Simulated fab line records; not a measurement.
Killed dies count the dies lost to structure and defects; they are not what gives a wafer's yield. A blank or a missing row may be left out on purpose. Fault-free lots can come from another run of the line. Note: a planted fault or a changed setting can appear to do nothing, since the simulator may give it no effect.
fab line records	flow sky130
record lots=11	wafers=33	last-day=50
route steps=708 shown METAL1@437 VIA1@479 METAL2@486 PAD_OPEN@708
lots untouched by any fault: they come from a run of this same line in which no faults occurred
start-h: start of the lot's first displayed wafer, in hours after the record's first day	wait-h: hours elapsed since this lot's preceding step	" unchanged from the row above	L1.1+2: one row covering several wafers at once	- no value present, or no start provided	* or withheld: withheld	< > ~ a bound
route shown NAME@n: a module of which the file shows steps, and the number in the route of the first	usual: mean and standard deviation over wafers with no fault	same: alike in all rows	chamber/n: place in a boat	sites: each site's reading	_std_site: standard deviation of those values	_edge_site: the outer-site mean with the inner-site mean subtracted	radius-mm: how far each site lies from the wafer's centre	mask NAME#n: copy n	behind: tool/chamber where the wafer was last shaped	hold: the reason the lot was held/the length of the hold in hours/how it ended	device: the transistor (n, p or np) that didn't switch	end of line: the tests these same wafers got at the end of their route	a step with no rows: only its recipe	killed: the dies lost at the first sort to structure and to defects; this is not the yield of the wafer	map: a wafer's dies, x killed, . not, _ none there
set.NAME: the setting that was run; set.NAME@STEP: the one run at that earlier step	model.NAME: the simulator's own value behind a step, which no gauge read
a sample of lots followed through the steps of the route, with each step as a table and each wafer as a row
services: when a tool's chamber went out of use (start-h, in hours from the record's first day, below 0 if earlier), for how many hours, and the reason
## steps
# step SKY_METAL1_SPUTTER_03
# recipe material=Ti	target-thk-nm=5	power-w=3000	time-s=3.3	chamber-pressure-pa=0.4
# usual throttle-valve-pct=30.2/1
lot.wafer	tool	chamber	start-h	wait-h	throttle-valve-pct
L335.1	pvd-sputter-04	-	768.74	0.0	29.8
L335.3	"	-	"	"	30.8
L335.5	"	-	"	"	29.7
L338.2	pvd-sputter-03	-	791.13	0.0	31.5
L338.3	"	-	"	"	29.9
L338.6	"	-	"	"	30.5
L340.1	pvd-sputter-04	-	806.10	0.0	30.1
L340.2	"	-	"	"	31.4
L340.5	"	-	"	"	30.1
L341.1	pvd-sputter-01	-	814.61	0.0	30.3
L341.4	"	-	"	"	28.7
L341.5	"	-	"	"	30.3
L345.4	pvd-sputter-01	-	838.73	0.0	31.8
L345.5	"	-	"	"	31.9
L345.6	"	-	"	"	28.7
L347.2	pvd-sputter-01	-	861.24	0.0	30.2
L347.4	"	-	"	"	28.9
L347.6	"	-	"	"	30.3
L348.1	pvd-sputter-04	-	868.06	0.0	30.0
L348.4	"	-	"	"	31.6
L348.6	"	-	"	"	30.8
L349.2	pvd-sputter-04	-	868.63	0.0	29.7
L349.3	"	-	"	"	31.7
L349.4	"	-	"	"	30.1
L350.1	pvd-sputter-04	-	873.69	0.0	31.7
L350.3	"	-	"	"	30.7
L350.4	"	-	"	"	29.7
L351.3	pvd-sputter-03	-	884.85	0.0	31.4
L351.5	"	-	"	"	29.9
L351.6	"	-	"	"	30.6
L353.2	pvd-sputter-04	-	897.89	0.0	29.9
L353.3	"	-	"	"	30.7
L353.5	"	-	"	"	30.1
# step SKY_METAL1_STRIP_20
# recipe chemistry=O2/N2	power-w=1400	pressure-mtorr=1500	platen-temp-c=withheld	o2-flow-sccm=3000	n2-flow-sccm=300	overash-fraction=0.5
# usual drypump-motor-current-A=5.9/0.3	oes-product-au=0.342/0.0051	strip-time-to-endpoint-s=2.68/0.047
# same overash-fraction=0.5
lot.wafer	tool	chamber	start-h	wait-h	drypump-motor-current-A	oes-product-au	rf-hours-counter-h	strip-time-to-endpoint-s
L335.1	plasma-asher-02	0	795.99	0.1	5.7	0.345	61	2.70
L335.3	"	0	"	"	5.7	0.349	-	2.70
L335.5	"	1	"	"	6.4	0.340	-	2.64
L338.2	plasma-asher-04	1	818.74	0.1	5.6	0.347	38	2.74
L338.3	"	1	"	"	5.7	0.338	-	2.63
L338.6	"	1	"	"	5.7	0.337	-	2.63
L340.1	plasma-asher-04	0	832.64	0.1	6.2	0.338	39	2.64
L340.2	"	1	"	"	5.7	0.342	39	2.77
L340.5	"	0	"	"	6.2	0.341	-	2.64
L341.1	plasma-asher-02	1	841.68	0.1	6.3	0.339	65	2.74
L341.4	"	0	"	"	5.7	0.346	-	2.73
L341.5	"	1	"	"	6.4	0.349	-	2.76
L345.4	plasma-asher-03	1	866.47	0.1	5.6	0.340	-	2.66
L345.5	"	0	"	"	5.7	0.340	-	2.70
L345.6	"	1	"	"	5.6	0.348	-	2.68
L347.2	plasma-asher-04	1	888.61	0.1	5.7	0.334	45	2.60
L347.4	"	0	"	"	6.2	0.330	-	2.60
L347.6	"	0	"	"	6.2	0.343	-	2.62
L348.1	plasma-asher-02	1	894.37	0.1	6.4	0.342	71	2.60
L348.4	"	1	"	"	6.3	0.331	-	2.63
L348.6	"	0	"	"	5.7	0.350	-	2.64
L349.2	plasma-asher-02	0	895.49	0.1	5.7	0.351	71	2.74
L349.3	"	1	"	"	6.3	0.338	-	2.74
L349.4	"	0	"	"	5.7	0.350	-	2.67
L350.1	plasma-asher-03	1	900.69	0.1	5.6	0.340	109	2.63
L350.3	"	0	"	"	5.7	0.344	-	2.68
L350.4	"	1	"	"	5.6	0.345	-	2.65
L351.3	plasma-asher-04	1	911.42	0.1	5.7	0.344	-	2.63
L351.5	"	0	"	"	6.1	0.344	-	2.69
L351.6	"	1	"	"	5.7	0.339	-	2.68
L353.2	plasma-asher-02	1	924.74	0.1	6.3	0.349	74	2.69
L353.3	"	0	"	"	5.7	0.341	-	2.69
L353.5	"	1	"	"	6.3	0.342	-	2.67
# step SKY_VIA1_CVD_21
# recipe material=W	target-thk-nm=270	time-s=80.902	temp-c=400	pressure-torr=40
# usual chamber-pressure-Torr=40.00/0.094	heater-power-w=834/59
lot.wafer	tool	chamber	start-h	wait-h	chamber-pressure-Torr	heater-power-w
L335.1	cvd-w-02	1	825.30	0.0	40.06	782
L335.3	"	1	"	"	40.19	782
L335.5	"	1	"	"	39.98	779
L338.2	cvd-w-02	1	847.19	0.0	40.09	788
L338.3	"	1	"	"	40.05	794
L338.6	"	0	"	"	40.00	892
L340.1	cvd-w-02	1	862.21	0.0	40.11	778
L340.2	"	0	"	"	40.03	887
L340.5	"	1	"	"	40.07	806
L341.1	cvd-w-01	0	870.99	0.0	39.98	874
L341.4	"	0	"	"	39.91	893
L341.5	"	0	"	"	39.99	878
L345.4	cvd-w-01	0	895.31	0.1	39.92	888
L345.5	"	0	"	"	40.05	893
L345.6	"	1	"	"	39.92	825
L347.2	cvd-w-02	0	916.78	0.0	40.03	924
L347.4	"	1	"	"	40.38	788
L347.6	"	0	"	"	40.02	908
L348.1	cvd-w-01	1	922.10	0.0	39.98	763
L348.4	"	0	"	"	39.89	802
L348.6	"	0	"	"	39.95	791
L349.2	cvd-w-02	1	923.59	0.0	39.95	781
L349.3	"	0	"	"	48.99	921
L349.4	"	1	"	"	40.06	771
L350.1	cvd-w-02	1	927.80	0.0	39.98	758
L350.3	"	1	"	"	39.83	799
L350.4	"	0	"	"	49.00	926
L351.3	cvd-w-02	0	939.31	0.1	48.99	901
L351.5	"	1	"	"	40.02	792
L351.6	"	0	"	"	49.11	905
L353.2	cvd-w-01	0	952.68	0.0	40.02	780
L353.3	"	1	"	"	39.93	777
L353.5	"	1	"	"	40.05	778
# step SKY_VIA1_RS_MEAS_22
# recipe thk-meas-gauge=four-point-probe	reads=W_of_VIA1_CVD_21+TiN_of_VIA1_SPUTTER_20
# usual VIA1_W_RS=0.427/0.005
lot.wafer	tool	chamber	start-h	wait-h	VIA1_W_RS[ohm/sq]
L335.1	film-metro-02	-	825.39	0.1	0.429
L335.3	"	-	"	"	0.425
L335.5	"	-	"	"	0.428
L338.2	film-metro-02	-	847.30	0.1	0.429
L338.3	"	-	"	"	0.429
L338.6	"	-	"	"	0.421
L340.1	film-metro-04	-	862.30	0.1	0.424
L340.2	"	-	"	"	0.424
L340.5	"	-	"	"	0.426
L341.1	film-metro-03	-	871.08	0.1	0.427
L341.4	"	-	"	"	0.422
L341.5	"	-	"	"	0.429
L345.4	film-metro-02	-	895.43	0.1	0.424
L345.5	"	-	"	"	0.424
L345.6	"	-	"	"	0.423
L347.2	film-metro-02	-	916.89	0.1	0.431
L347.4	"	-	"	"	0.425
L347.6	"	-	"	"	0.429
L348.1	film-metro-02	-	922.19	0.1	0.426
L348.4	"	-	"	"	0.421
L348.6	"	-	"	"	0.419
L349.2	film-metro-04	-	923.71	0.1	0.434
L349.3	"	-	"	"	0.387
L349.4	"	-	"	"	0.435
L350.1	film-metro-03	-	927.90	0.1	0.436
L350.3	"	-	"	"	0.428
L350.4	"	-	"	"	0.390
L351.3	film-metro-03	-	939.41	0.1	0.384
L351.5	"	-	"	"	0.436
L351.6	"	-	"	"	0.388
L353.2	film-metro-02	-	952.80	0.1	0.422
L353.3	"	-	"	"	0.428
L353.5	"	-	"	"	0.432
# step SKY_VIA1_THK_MEAS_23
# recipe thk-meas-gauge=xrf	reads=W_of_VIA1_CVD_21
# usual VIA1_W_THK=275/4
lot.wafer	tool	chamber	start-h	wait-h	VIA1_W_THK[nm]
L335.1	film-metro-02	-	825.51	0.1	274
L335.3	"	-	"	"	275
L335.5	"	-	"	"	275
L338.2	film-metro-02	-	847.41	0.1	274
L338.3	"	-	"	"	274
L338.6	"	-	"	"	278
L340.1	film-metro-04	-	862.42	0.1	279
L340.2	"	-	"	"	280
L340.5	"	-	"	"	277
L341.1	film-metro-03	-	871.20	0.1	271
L341.4	"	-	"	"	275
L341.5	"	-	"	"	271
L345.4	film-metro-02	-	895.52	0.1	276
L345.5	"	-	"	"	276
L345.6	"	-	"	"	277
L347.2	film-metro-02	-	917.00	0.1	273
L347.4	"	-	"	"	279
L347.6	"	-	"	"	275
L348.1	film-metro-02	-	922.31	0.1	277
L348.4	"	-	"	"	280
L348.6	"	-	"	"	280
L349.2	film-metro-04	-	923.82	0.1	271
L349.3	"	-	"	"	304
L349.4	"	-	"	"	272
L350.1	film-metro-03	-	928.02	0.1	268
L350.3	"	-	"	"	273
L350.4	"	-	"	"	299
L351.3	film-metro-03	-	939.51	0.1	302
L351.5	"	-	"	"	265
L351.6	"	-	"	"	299
L353.2	film-metro-02	-	952.91	0.1	280
L353.3	"	-	"	"	274
L353.5	"	-	"	"	272
# step SKY_METAL2_SPUTTER_03
# recipe material=Ti	target-thk-nm=5	power-w=3000	time-s=3.3	chamber-pressure-pa=0.4
# usual throttle-valve-pct=30.1/1
lot.wafer	tool	chamber	start-h	wait-h	throttle-valve-pct
L335.1	pvd-sputter-02	-	825.94	0.0	30.9
L335.3	"	-	"	"	30.1
L335.5	"	-	"	"	30.0
L338.2	pvd-sputter-04	-	847.89	0.0	30.7
L338.3	"	-	"	"	31.7
L338.6	"	-	"	"	31.6
L340.1	pvd-sputter-01	-	862.85	0.0	31.7
L340.2	"	-	"	"	29.0
L340.5	"	-	"	"	30.1
L341.1	pvd-sputter-01	-	873.39	0.0	31.4
L341.4	"	-	"	"	30.1
L341.5	"	-	"	"	28.4
L345.4	pvd-sputter-01	-	895.92	0.0	30.3
L345.5	"	-	"	"	28.7
L345.6	"	-	"	"	28.8
L347.2	pvd-sputter-02	-	917.42	0.0	29.8
L347.4	"	-	"	"	31.0
L347.6	"	-	"	"	29.4
L348.1	pvd-sputter-04	-	922.75	0.0	29.8
L348.4	"	-	"	"	30.1
L348.6	"	-	"	"	29.8
L349.2	pvd-sputter-01	-	924.24	0.0	28.8
L349.3	"	-	"	"	30.4
L349.4	"	-	"	"	31.5
L350.1	pvd-sputter-01	-	928.45	0.0	30.3
L350.3	"	-	"	"	31.9
L350.4	"	-	"	"	28.8
L351.3	pvd-sputter-02	-	939.92	0.0	31.0
L351.5	"	-	"	"	29.7
L351.6	"	-	"	"	29.8
L353.2	pvd-sputter-02	-	953.33	0.0	29.7
L353.3	"	-	"	"	30.3
L353.5	"	-	"	"	31.2
# step SKY_PAD_OPEN_PROBE_99
# usual defect-limited-yield=82.5/2.2	killed_at_M0_to_M3=43/7.5	killed_at_M4_up=3.2/1.9	killed-at-contacts=24/5.6	killed-at-front-end=15/4.8	killed-at-other=0.2/0.54	killed-dies=86/11	killed-on-rim=17/3.6	killed-open=47/7.6	killed-short=39/7.1	sort_bin_3_pad_short=0.8/0.36	sort_bin_5_function=10.4/1.6	sort_bin_6_memory=6.3/1.3	sort-n-pass=406/11	sort-yield-pct=82.5/2.2
# same gross-dies=492	killed-at-back-side=0	sort_bin_4_leakage[%]=0	sort_bin_8_speed[%]=0
lot.wafer	tool	chamber	start-h	wait-h	defect-limited-yield[%]	killed_at_M0_to_M3	killed_at_M4_up	killed-at-contacts	killed-at-front-end	killed-at-other	killed-dies	killed-on-rim	killed-open	killed-short	sort_bin_3_pad_short[%]	sort_bin_5_function[%]	sort_bin_6_memory[%]	sort-n-pass	sort-yield-pct[%]
L338.2	prober-02	-	1127.85	0.1	85.0	35	3	26	10	0	74	12	40	34	0.4	7.9	6.7	418	85.0
L340.1	prober-02	-	1137.71	0.1	82.7	45	6	20	14	0	85	18	51	34	0.6	9.6	7.1	407	82.7
L340.5	prober-02	-	1137.91	0.2	80.7	45	4	27	19	0	95	20	54	41	1.2	11.0	7.1	397	80.7
L345.5	prober-01	-	1161.41	0.2	85.0	39	3	16	16	0	74	14	47	27	1.0	8.5	5.5	418	85.0
L347.2	prober-02	-	1173.99	0.1	78.7	55	4	31	15	0	105	19	66	39	0.6	12.6	8.1	387	78.7
L347.4	prober-02	-	1174.09	0.2	80.1	49	4	28	15	2	98	21	51	47	1.0	12.0	6.9	394	80.1
L347.6	prober-02	-	1174.19	0.2	81.5	48	5	27	11	0	91	19	59	32	0.4	10.4	7.7	401	81.5
# killed by level:class
L338.2 VIA1:geometric-particle:open=9 CONTACT:geometric-particle:open=8 LI_CONTACT:geometric-particle:open=7 CONTACT:geometric-particle:short=6 VIA2:geometric-particle:short=5 VIA3:geometric-particle:open=4 VIA2:geometric-particle:open=4 VIA1:geometric-particle:short=3
L340.1 VIA1:geometric-particle:open=12 CONTACT:geometric-particle:open=10 VIA3:geometric-particle:open=8 LI_CONTACT:geometric-particle:open=6 VIA1:geometric-particle:short=5 VIA2:geometric-particle:short=5 POLY_GATE:geometric-particle:short=4 METAL1:geometric-particle:short=4
L340.5 VIA1:geometric-particle:open=15 LI_CONTACT:geometric-particle:open=9 POLY_GATE:geometric-particle:open=6 LOCAL_INTERCONNECT:geometric-particle:short=6 CONTACT:geometric-particle:open=6 METAL1:geometric-particle:short=5 VIA3:geometric-particle:open=5 METAL2:geometric-particle:short=5
L345.5 VIA1:geometric-particle:open=19 POLY_GATE:geometric-particle:open=7 VIA2:geometric-particle:open=6 CONTACT:geometric-particle:open=5 CONTACT:geometric-particle:short=4 METAL1:geometric-particle:short=4 LOCAL_INTERCONNECT:geometric-particle:short=3 VIA2:geometric-particle:short=3
L347.2 CONTACT:geometric-particle:open=15 VIA3:geometric-particle:open=14 VIA1:geometric-particle:open=11 METAL1:geometric-particle:short=10 CONTACT:geometric-particle:short=7 LI_CONTACT:geometric-particle:open=6 FIELD_ISO:geometric-particle:open=5 VIA2:geometric-particle:open=5
L347.4 VIA1:geometric-particle:open=15 CONTACT:geometric-particle:open=8 METAL1:geometric-particle:short=7 LI_CONTACT:geometric-particle:open=6 LOCAL_INTERCONNECT:geometric-particle:short=6 METAL3:geometric-particle:short=5 CONTACT:geometric-particle:short=5 VIA2:geometric-particle:open=5
L347.6 VIA1:geometric-particle:open=14 CONTACT:geometric-particle:open=13 VIA2:geometric-particle:open=8 VIA3:geometric-particle:open=8 LI_CONTACT:geometric-particle:open=6 CONTACT:geometric-particle:short=6 VIA2:geometric-particle:short=5 POLY_GATE:geometric-particle:short=4
## services
tool	chamber	start-h	hours	kind
plasma-asher-04	-	749.94	14.6	pm
cvd-w-01	-	771.43	28.1	pm
pvd-sputter-01	-	776.04	2.4	repair
cvd-w-01	-	799.53	6.0	pm
plasma-asher-02	-	802.50	4.5	repair
pvd-sputter-02	-	806.11	0.5	repair
plasma-asher-03	-	825.60	2.8	pm
pvd-sputter-04	2	847.96	-	consumable-replace:kit
pvd-sputter-04	2	847.96	18.0	scheduled-down
pvd-sputter-04	2	847.96	18.0	vent-cycle
pvd-sputter-03	-	853.55	1.8	repair
pvd-sputter-01	0	874.39	-	consumable-replace:kit
pvd-sputter-01	0	874.39	18.0	scheduled-down
pvd-sputter-01	0	874.39	18.0	vent-cycle
plasma-asher-02	-	882.30	0.4	repair
plasma-asher-03	-	890.21	1.0	repair
pvd-sputter-02	-	900.47	3.7	repair
pvd-sputter-02	-	903.01	5.2	repair
cvd-w-01	-	904.00	14.0	pm
cvd-w-01	0	904.00	14.0	vent-cycle
cvd-w-02	-	905.11	0.5	repair
pvd-sputter-02	-	927.52	1.5	repair
cvd-w-02	-	949.71	6.9	pm
pvd-sputter-03	-	950.54	4.1	repair
## key
first-sign step=SKY_VIA1_CVD_21	reading=chamber-pressure-Torr	direction=up	sigmas=96	usual=40.00	struck=49.02
effect step=SKY_VIA1_RS_MEAS_22	reading=VIA1_W_RS	direction=down	sigmas=8	usual=0.427	struck=0.387
effect step=SKY_VIA1_THK_MEAS_23	reading=VIA1_W_THK	direction=up	sigmas=6.6	usual=275	struck=301
met-at SKY_VIA1_CVD_21
struck-lots L349,L350,L351
struck-wafers L349.3,L350.4,L351.3,L351.6
not-acting-at SKY_METAL1_SPUTTER_03,SKY_METAL1_STRIP_20,SKY_METAL2_SPUTTER_03
onset-between 916.78 923.59
fault kind=process-parameter-drift	tool=cvd-w-02	chamber=0	onset-h=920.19	steps=SKY_VIA1_CVD_21	channel=pressure-torr	offset=9.0507	shape=step	end-h=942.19	acts-in=these-recipes-only	stated=40
